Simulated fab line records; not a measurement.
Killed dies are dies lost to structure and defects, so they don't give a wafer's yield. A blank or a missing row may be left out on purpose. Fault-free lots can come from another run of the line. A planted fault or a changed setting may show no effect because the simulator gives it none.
The same fault as seen by 2 desks ; flow gf180mcu ; each desk holds nothing but its own numbers, with what lay behind them at the end

== THE METROLOGY DESK ==
Lot by lot, what the gauges showed, no matter which tool ran the lot: averages of those sampled wafers that carry a number. Marked OUT: a lot whose mean sits more than 4 standard deviations from the usual mean, which makes it out of limits; the brackets give that distance.
Columns: A = M4_ALCU_RS at GF_M4_RS_MEAS_05, usual 0.0694 ohm/sq
lot;first seen here;A
L444;day 22 07:11;0.0701
L446;day 23 02:53;0.0690
L447;day 23 13:16;0.0693
L449;day 24 06:33;0.0686
L450;day 24 15:58;0.0706
L451;day 25 01:11;0.0698
L455;day 26 08:29;0.0690
L456;day 26 15:43;0.0699
L462;day 28 13:14;0.0685
L465;day 29 09:27;0.0696
L466;day 29 12:50;0.0708
Result from this desk: across the 11 lots, nothing is out of limits.

== TOOL OWNER'S DESK, rieMetal-03 ==
The tool's own readings at GF_M4_METAL_ETCH_16 (etches the open film in Cl2/BCl3, stops on SiO2, target depth 750.8 nm, time 125.1 s): means of the sampled wafers that have a number, for each lot that ran on this tool. Marked OUT: a lot whose mean sits more than 4 standard deviations from the usual mean, which makes it out of limits; the brackets give that distance.
Columns: A = chamberPressureMTorr at GF_M4_METAL_ETCH_16, usual 8.000 mTorr; B = drypumpMotorCurrentA at GF_M4_METAL_ETCH_16, usual 5.9 A; C = heBacksideLeakSccm at GF_M4_METAL_ETCH_16, usual 3.42 sccm; D = oesProductAu at GF_M4_METAL_ETCH_16, usual 0.991 a.u.; E = runLengthS at GF_M4_METAL_ETCH_16, usual 153.5 s; F = throttleValvePct at GF_M4_METAL_ETCH_16, usual 28.228 %
lot;first seen here;A;B;C;D;E;F
L444;day 23 06:01;8.005;5.3;3.61;0.991;153.2;28.242
L447;day 24 11:20;7.998;5.6;3.60;0.991;153.5;28.224
L450;day 25 13:46;8.005;5.4;3.53;0.993;153.5;28.228
L451;day 25 21:50;7.994;5.3;3.62;0.991;153.5;28.239
L455;day 27 04:33;8.008;5.3;3.68;0.955 (-5.9) OUT;162.9 (+22) OUT;28.258
L456;day 27 11:43;8.004;5.5;3.59;0.925 (-11) OUT;172.3 (+45) OUT;28.306 (+7.8) OUT
This desk's finding: out of limits on L455, L456; first on L455, day 27 04:33 (oesProductAu at GF_M4_METAL_ETCH_16). Within limits: L444, L447, L450, L451.

== PUT TOGETHER ==
An alarm could have come from the tool owner's desk at day 27 04:33, on L455, L456.
Nothing out of limits was seen by the metrology desk.
The metrology desk holds a record of L455, L456, inside its limits.
On rieMetal-03, each named lot ran GF_M4_METAL_ETCH_16.

== WHAT HAD BEEN PUT IN BY THE SIMULATOR ==
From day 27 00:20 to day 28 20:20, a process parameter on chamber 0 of rieMetal-03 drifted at GF_M4_METAL_ETCH_16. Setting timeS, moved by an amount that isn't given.
Lots struck among those shown: L455, L456.
Hours from the fault's start to each desk's first reading out of limits: the tool owner's desk, 4.
